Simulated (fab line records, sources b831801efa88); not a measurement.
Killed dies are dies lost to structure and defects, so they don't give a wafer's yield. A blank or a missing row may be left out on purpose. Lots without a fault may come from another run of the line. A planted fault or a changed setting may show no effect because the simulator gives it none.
A struck lot beside a sound one | flow gf180mcu | 43 steps out of a route of 602
Sound: wafers L139.2, L139.3, L139.5. Struck: wafers L143.3, L143.4, L143.5. The cause comes at the end.
At each step with rows: each side's tool, then ch and its chambers, then its first start. Under that, the readings that differ: sound wafers | struck wafers | difference of the means | sigmas: that difference in standard deviations of wafers without a fault.
alike: readings whose means differ by less than 2 such deviations, and words and numbers that are the same on both sides. not compared: withheld readings, readings that some wafer has no value for, bounds like >300 that may hide the same value, and numbers for which the record gives no deviation and whose values overlap.
The two part at a step that has a row with sigmas, a row that says differs or no value, or rows on one side only. Numbers that don't overlap but have no deviation are shown without sigmas and don't part them. A reading that every wafer of one side lacks parts them only if that side has two wafers or more.

first, 3 steps without rows for these wafers: GF_STI_WET_ETCH_27 (etches Si3N4 in H3PO4, target depth 160 nm, time 1825 s); GF_STI_WET_ETCH_28 (etches SiO2 in dHF, target depth 20 nm, time 40 s); GF_STI_OXIDATION_29 (stabilise 600 s, purge 300 s, target thk 10 nm).
GF_STI_THK_MEAS_30:
  sound on film_metro-02, day 3 07:08; struck on film_metro-04, day 4 03:26
  alike: STI_OXIDATION_02_THK
then, 8 steps without rows for these wafers: GF_DNWELL_DEHYDRATE_00 (time 60 s); GF_DNWELL_HMDS_01 (prime time 60 s); GF_DNWELL_COAT_02 (resist thk 3000 nm); GF_DNWELL_SOFTBAKE_03; GF_DNWELL_EXPOSE_04 (exposes mask DNWELL, target cd 1700 nm); GF_DNWELL_PEB_05; GF_DNWELL_DEVELOP_06 (develop time 60 s); GF_DNWELL_IMPLANT_07.
GF_DNWELL_STRIP_08: strips in O2/N2.
  sound on plasma_asher-02 ch 0,1, day 3 19:58; struck on plasma_asher-03 ch 0,1, day 4 16:33
  alike: chamber_pressure_mTorr, drypump_motor_current_A, heater_power_w, oes_product_au, strip_time_to_endpoint_s
  not compared: rf_hours_counter_h
GF_DNWELL_TW_MEAS_09:
  sound on film_metro-04, day 3 20:04; struck on film_metro-04, day 4 16:38
  alike: DNWELL_TW
then, 7 steps without rows for these wafers: GF_NWELL_DEHYDRATE_00 (time 60 s); GF_NWELL_HMDS_01 (prime time 60 s); GF_NWELL_COAT_02 (resist thk 3000 nm); GF_NWELL_SOFTBAKE_03; GF_NWELL_EXPOSE_04 (exposes mask Nwell, target cd 860 nm); GF_NWELL_PEB_05; GF_NWELL_DEVELOP_06 (develop time 60 s).
GF_NWELL_OVL_MEAS_07:
  sound on overlay-02, day 4 09:37; struck on overlay-01, day 5 06:26
  alike: NWELL_OVL
then, 2 steps without rows for these wafers: GF_NWELL_IMPLANT_08; GF_NWELL_IMPLANT_09.
GF_NWELL_STRIP_10: strips in O2/N2.
  sound on plasma_asher-04 ch 1, day 4 09:57; struck on plasma_asher-01 ch 0,1, day 5 06:47
  reading            | sound       | struck      | difference | sigmas
  heater_power_w (W) | 386 383 374 | 293 338 296 | -72        | -3
  alike: chamber_pressure_mTorr, drypump_motor_current_A, oes_product_au, strip_time_to_endpoint_s
  not compared: rf_hours_counter_h
GF_NWELL_TW_MEAS_11:
  sound on film_metro-01, day 4 10:04; struck on film_metro-01, day 5 06:52
  alike: NWELL_TW
then, 7 steps without rows for these wafers: GF_LVPWELL_DEHYDRATE_00 (time 60 s); GF_LVPWELL_HMDS_01 (prime time 60 s); GF_LVPWELL_COAT_02 (resist thk 3000 nm); GF_LVPWELL_SOFTBAKE_03; GF_LVPWELL_EXPOSE_04 (exposes mask LVPWELL, target cd 600 nm); GF_LVPWELL_PEB_05; GF_LVPWELL_DEVELOP_06 (develop time 60 s).
GF_LVPWELL_OVL_MEAS_07:
  sound on overlay-02, day 4 23:17; struck on overlay-02, day 5 21:17
  alike: LVPWELL_OVL
then, 2 steps without rows for these wafers: GF_LVPWELL_IMPLANT_08; GF_LVPWELL_IMPLANT_09.
GF_LVPWELL_STRIP_10: strips in O2/N2.
  sound on plasma_asher-01 ch 0,1, day 4 23:37; struck on plasma_asher-02 ch 0,1, day 5 21:38
  alike: chamber_pressure_mTorr, drypump_motor_current_A, heater_power_w, oes_product_au, strip_time_to_endpoint_s
  not compared: rf_hours_counter_h
GF_LVPWELL_TW_MEAS_11:
  sound on film_metro-02, day 4 23:43; struck on film_metro-03, day 5 21:43
  reading    | sound       | struck      | difference | sigmas
  LVPWELL_TW | 558 559 560 | 570 566 567 | +9         | +2
then, 4 steps without rows for these wafers: GF_MVSD_DEHYDRATE_00 (time 60 s); GF_MVSD_HMDS_01 (prime time 60 s); GF_MVSD_COAT_02 (resist thk 3000 nm); GF_MVSD_SOFTBAKE_03.
-- the record jumps here: 26 days lie between the struck wafers' starts before and after (it left off in module MVSD and takes up again in module PASSIVATION, whose first step shown is number 602 of the route) --
GF_PASSIVATION_PROBE_99:
  the record has rows for the struck wafers here (prober-02, day 31 20:30) and none for the sound ones

WHERE THEY PART
First at GF_NWELL_STRIP_10; last, within this record, at GF_PASSIVATION_PROBE_99.

WHY: what the simulator had put in
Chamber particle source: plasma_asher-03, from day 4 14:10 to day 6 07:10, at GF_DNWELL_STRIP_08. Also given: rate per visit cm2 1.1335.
